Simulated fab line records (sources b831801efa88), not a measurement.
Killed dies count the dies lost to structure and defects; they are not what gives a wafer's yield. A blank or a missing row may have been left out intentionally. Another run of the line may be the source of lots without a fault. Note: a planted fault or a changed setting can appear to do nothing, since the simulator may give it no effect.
Which tool did it? || flow gf180mcu || Sampling: 6 lots, 17 wafers, 2 of 602 route steps

WHAT EACH GAUGE READ, for each wafer
GF_PSD_RS_MEAS_14: measurement is done with a four-point probe.
{"lot": "L975", "measured": "day 15 07:18", "on": "film_metro-01", "NSD_RS (ohm/sq)": "45.92 45.97 46.11"}
{"lot": "L976", "measured": "day 15 17:05", "on": "film_metro-02", "NSD_RS (ohm/sq)": "46.19 46.27 46.34"}
{"lot": "L980", "measured": "day 16 19:17", "on": "film_metro-01", "NSD_RS (ohm/sq)": "46.16 46.12 46.14"}
{"lot": "L982", "measured": "day 17 06:17", "on": "film_metro-01", "NSD_RS (ohm/sq)": "46.07 46.10 46.13"}
{"lot": "L991", "measured": "day 20 12:52", "on": "film_metro-01", "NSD_RS (ohm/sq)": "46.07 46.03 46.05 46.08"}
{"lot": "L996", "measured": "day 22 02:19", "on": "film_metro-01", "NSD_RS (ohm/sq)": "46.03 46.02 46.07"}

WHICH TOOL RAN EACH LOT (tool, then ch and the chambers of the sampled wafers, then the start)
{"lot": "L975", "GF_POLY_GATE_ETCH_13": "rie_si-02 ch 1,2, day 10 01:24"}
{"lot": "L976", "GF_POLY_GATE_ETCH_13": "rie_si-01 ch 1,2, day 10 09:35"}
{"lot": "L980", "GF_POLY_GATE_ETCH_13": "rie_si-01 ch 1,2, day 11 09:56"}
{"lot": "L982", "GF_POLY_GATE_ETCH_13": "rie_si-01 ch 1,2,3, day 11 18:35"}
{"lot": "L991", "GF_POLY_GATE_ETCH_13": "rie_si-01 ch 1,2, day 14 11:38"}
{"lot": "L996", "GF_POLY_GATE_ETCH_13": "rie_si-02 ch 0,1,3, day 15 21:49"}
- GF_POLY_GATE_ETCH_13: etches poly-Si in HBr/Cl2, stops on SiO2, target depth 198.5 nm, time 69.6 s.

THE ANSWER, worked out from the rows above alone
Rule: what is usual is taken from the lots themselves. The widest of any qualifying gaps counts: lots, ordered by their means at a reading, are off when they make up no more than a third of the lots, leave a main group of 4 or more, and stand apart from it by 3 or more times the standard deviation of that group's means. If all means in a main group match to the digits the tables above print for the reading, that group is not used. A lot without any number at a reading at which 4 lots or more have one is off too. All remaining lots with rows at the step are treated as sound.
None of the lots is off at any reading shown; this tells nothing.

WHAT WAS PUT IN BY THE SIMULATOR
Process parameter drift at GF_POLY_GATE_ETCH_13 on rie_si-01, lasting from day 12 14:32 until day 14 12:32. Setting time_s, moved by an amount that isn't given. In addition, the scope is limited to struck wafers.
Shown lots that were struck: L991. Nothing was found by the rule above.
